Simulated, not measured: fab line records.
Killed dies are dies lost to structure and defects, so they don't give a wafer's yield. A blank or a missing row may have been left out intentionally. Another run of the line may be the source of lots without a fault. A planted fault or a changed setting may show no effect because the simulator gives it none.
Which tool did it? | flow gf180mcu | 36 wafers from 12 lots sampled at 3 of the route's 602 steps

## WHAT THE GAUGES SHOWED, per wafer
GF_STI_THK_MEAS_24.
lot  | measured    | on           | STI_CVD_23_THK (nm)
L255 | day 2 09:20 | filmMetro-01 | 660 650 653
L256 | day 2 14:26 | filmMetro-02 | 652 650 646
L257 | day 2 18:51 | filmMetro-04 | 647 640 652
L259 | day 3 06:11 | filmMetro-01 | 665 653 657
L261 | day 3 16:52 | filmMetro-04 | 653 665 643
L262 | day 3 22:59 | filmMetro-04 | 659 666 659
L265 | day 4 11:59 | filmMetro-04 | 643 636 644
L266 | day 4 17:29 | filmMetro-04 | 642 656 656
L271 | day 5 18:49 | filmMetro-04 | 662 652 650
L272 | day 6 00:47 | filmMetro-02 | 645 641 638
L273 | day 6 04:50 | filmMetro-01 | 648 641 658
L274 | day 6 10:35 | filmMetro-02 | 649 646 647

GF_VT_IMPLANT_TW_MEAS_10.
lot  | measured     | on           | VT_IMPLANT_TW
L255 | day 6 00:13  | filmMetro-03 | 575 573 572
L256 | day 6 03:16  | filmMetro-03 | 576 569 572
L257 | day 6 08:11  | filmMetro-04 | 558 556 554
L259 | day 6 22:32  | filmMetro-03 | 573 573 574
L261 | day 7 10:51  | filmMetro-02 | 569 568 567
L262 | day 7 16:59  | filmMetro-03 | 569 564 568
L265 | day 8 10:49  | filmMetro-04 | 553 552 554
L266 | day 8 18:35  | filmMetro-04 | 551 554 552
L271 | day 10 00:55 | filmMetro-03 | 505 504 509
L272 | day 10 05:04 | filmMetro-03 | 573 571 570
L273 | day 10 11:32 | filmMetro-02 | 505 504 506
L274 | day 10 17:20 | filmMetro-03 | 575 575 574

## WHAT TOOL EACH LOT RAN ON (gives the tool, then ch and the chambers of the sampled wafers, and finally the start)
lot  | GF_VT_IMPLANT_IMPLANT_08
L255 | implanter-04 ch 0, day 5 23:58
L256 | implanter-03 ch 0, day 6 03:01
L257 | implanter-03 ch 0, day 6 07:58
L259 | implanter-01 ch 0, day 6 22:17
L261 | implanter-03 ch 0, day 7 10:37
L262 | implanter-03 ch 0, day 7 16:46
L265 | implanter-03 ch 0, day 8 10:34
L266 | implanter-01 ch 0, day 8 18:22
L271 | implanter-03 ch 0, day 10 00:40
L272 | implanter-04 ch 0, day 10 04:50
L273 | implanter-03 ch 0, day 10 11:19
L274 | implanter-04 ch 0, day 10 17:05
- GF_VT_IMPLANT_IMPLANT_08

## WHAT THE TOOLS THEMSELVES READ (means of the sampled wafers that have a number; where no wafer has one, the mark that the record gives instead)
GF_VT_IMPLANT_IMPLANT_08.
lot  | tool         | doseIonsCm2 | faradayCurrentUA
L255 | implanter-04 | 8.284e+12   | 46.2
L256 | implanter-03 | 8.287e+12   | 46.5
L257 | implanter-03 | 8.298e+12   | 46.9
L259 | implanter-01 | 8.288e+12   | 46.9
L261 | implanter-03 | 8.304e+12   | 47.1
L262 | implanter-03 | 8.285e+12   | 46.8
L265 | implanter-03 | 8.297e+12   | 47.5
L266 | implanter-01 | 8.277e+12   | 46.6
L271 | implanter-03 | 5.552e+12   | 31.5
L272 | implanter-04 | 8.300e+12   | 46.6
L273 | implanter-03 | 5.544e+12   | 31.1
L274 | implanter-04 | 8.274e+12   | 45.9

## THE ANSWER, worked out from the rows above alone
Rule: what is usual is taken from the lots themselves. Put in order of their means at a reading, lots are off if they are a third of the lots or fewer, leave a main group of 4 or more, and stand apart from it by a gap of 3 or more times the standard deviation of the main group's means; of several such gaps the widest counts. Not used: any main group whose means are identical at the precision the tables above print for the reading. A lot without any number at a reading at which 4 lots or more have one is off too. All remaining lots with rows at the step are treated as sound. Order of review: gauges by route order, followed by the tools' own readings, for which a lot's mean as printed above is used. The first step at which some lot is off is used, and at that step the reading that is off furthest; a lot without a number counts as furthest.
Off: L271, L273, seen at GF_VT_IMPLANT_TW_MEAS_10 (VT_IMPLANT_TW). For the main group the mean is 566 and the standard deviation 8.4.
A tool fits if, at a process step before that reading, it ran every lot that is off, and no sound lot after the first of them. Not tried: the gauges at GF_VT_IMPLANT_TW_MEAS_10; whatever is off there is also off at GF_VT_IMPLANT_IMPLANT_08, on other tools, and gauge error can't account for it. One candidate fits, namely implanter-03 at GF_VT_IMPLANT_IMPLANT_08. Its last sound lot is L265 (day 8 10:34), its first lot that is off L271 (day 10 00:40): a fault that began between those two fits.
The tool's own readings at GF_VT_IMPLANT_IMPLANT_08 bear it out: on the lots that are off they differ by more than 5 times the standard deviation of the sound lots' means. doseIonsCm2 reads 5.548e+12 there against 8.289e+12 on the sound lots; faradayCurrentUA reads 31.3 there against 46.7 on the sound lots.

## WHAT THE SIMULATOR PUT IN
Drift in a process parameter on implanter-03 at GF_VT_IMPLANT_IMPLANT_08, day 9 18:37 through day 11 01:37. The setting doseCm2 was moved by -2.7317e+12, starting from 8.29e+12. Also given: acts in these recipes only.
Shown lots that were struck: L271, L273. The rule above found the same.
